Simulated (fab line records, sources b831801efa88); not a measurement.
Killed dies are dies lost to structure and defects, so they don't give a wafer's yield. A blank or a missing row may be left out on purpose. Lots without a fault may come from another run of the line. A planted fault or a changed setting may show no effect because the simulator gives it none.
Comparing a struck lot with a sound one | flow sky130 | 15 out of 708 route steps
Sound: the wafers L666.2, L666.4, L666.6. Wafers L677.2, L677.4 were the ones struck. At the end, the cause is stated.
Order at every step that has rows: each side's tool, ch and its chambers, its first start. Under that, the readings that differ: sound wafers | struck wafers | difference of the means | sigmas: that difference in standard deviations of wafers without a fault.
alike: a reading whose means differ by less than 2 such deviations, as well as words and numbers matching on both sides. not compared: withheld readings; readings where some wafer has no value; bounds like >300 that might hide an equal value; numbers whose values overlap and for which the record gives no deviation.
The two part at a step that has a row with sigmas, a row that says differs or no value, or rows on one side only. Numbers that have no deviation but don't overlap get no sigmas and don't part them. A reading that every wafer of one side lacks parts them only if that side has two wafers or more.

first, 8 steps without rows for these wafers: SKY_VIA3_DEHYDRATE_04 (time 60 s); SKY_VIA3_HMDS_05 (prime time 60 s); SKY_VIA3_COAT_06 (resist thk 60 nm); SKY_VIA3_COAT_07 (resist thk 450 nm); SKY_VIA3_SOFTBAKE_08 (time 90 s); SKY_VIA3_EXPOSE_09 (exposes mask VIM3, target cd 200 nm); SKY_VIA3_PEB_10; SKY_VIA3_DEVELOP_11 (develop time 60 s).
SKY_VIA3_CD_MEAS_12: the cd target is 200 nm.
  sound on cd_sem-01 at day 43 04:07; struck on cd_sem-02 at day 45 21:15
  alike: cd_nm
SKY_VIA3_OVL_MEAS_13:
  sound on overlay-02 at day 43 04:13; struck on overlay-01 at day 45 21:22
  alike: VIA3_OVL
SKY_VIA3_ETCH_14: etches BARC in N2/H2, stops on SiO2, time 45.9 s, target depth 60 nm.
  sound on rie_diel-02 ch 2,3, day 43 04:15; struck on rie_diel-04 ch 0,1, day 45 21:23
  alike: drypump_motor_current_A, h2_flow_sccm, oes_product_au, throttle_valve_pct
  not compared: rf_hours_counter_h
SKY_VIA3_ETCH_15: etches SiO2 in C4F8/O2/Ar, stops on TiN, target depth 507 nm, time 78 s.
  sound on rie_diel-02 ch 2,3, day 43 04:17; struck on rie_diel-04 ch 0,1, day 45 21:26
  alike: oes_product_au
  not compared: rf_hours_counter_h
SKY_VIA3_STRIP_16: strips in O2/N2.
  sound on plasma_asher-01 ch 0,1, day 43 04:21; struck on plasma_asher-01 ch 1, day 45 21:29
  reading                        | sound                | struck        | difference | sigmas
  chamber_pressure_mTorr (mTorr) | 1500.5 1498.8 1498.9 | 1800.7 1798.6 | +300.2     | +99 or more
  strip_time_to_endpoint_s (s)   | 4.12 4.12 4.10       | 4.00 3.95     | -0.14      | -4
  alike: drypump_motor_current_A, oes_product_au
  not compared: rf_hours_counter_h
then, 1 step without rows for these wafers: SKY_VIA3_STRIP_17 (strips in post etch residue remover, time 1200 s).
-- the record jumps here: 5 days lie between the struck wafers' starts before and after (it left off in module VIA3 and takes up again in module PAD_OPEN, whose first step shown is number 708 of the route) --
SKY_PAD_OPEN_PROBE_99:
  sound on prober-01 at day 48 18:19; struck on prober-02 at day 50 19:03
  reading                                  | sound                   | struck          | difference | sigmas
  killed_at_other                          | 0 0 0                   | 1 1             | +1         | +3
  model.etest.pfet_16v.vt_v (V)            | -1.108 -1.113 -1.122    | -1.139 -1.14    | -0.025     |
  model.etest.pfet_g5v0d10v5.vt_long_v (V) | -0.9323 -0.9451 -0.9424 | -0.9599 -0.9604 | -0.0202    |
  model.etest.pfet_01v8_lvt.vt_v (V)       | -0.5511 -0.5565 -0.5521 | -0.5599 -0.5635 | -0.0085    |
  alike: killed_at_M0_to_M3, killed_at_M4_up, killed_at_contacts, killed_at_front_end, killed_dies, killed_open, killed_short
  not compared: model.etest.pfet_g5v0d10v5.off_log10_a_um, model.etest.pfet_g5v0d10v5.vt_sat_v, model.etest.pfet_g5v0d10v5.vt_v, model.etest.pfet_01v8_lvt.vt_sat_v, model.etest.pfet_01v8_lvt.vt_long_v

== WHERE THEY PART ==
At SKY_VIA3_STRIP_16 first; at SKY_PAD_OPEN_PROBE_99 last (within this record only).

WHY: whatever the simulator had introduced
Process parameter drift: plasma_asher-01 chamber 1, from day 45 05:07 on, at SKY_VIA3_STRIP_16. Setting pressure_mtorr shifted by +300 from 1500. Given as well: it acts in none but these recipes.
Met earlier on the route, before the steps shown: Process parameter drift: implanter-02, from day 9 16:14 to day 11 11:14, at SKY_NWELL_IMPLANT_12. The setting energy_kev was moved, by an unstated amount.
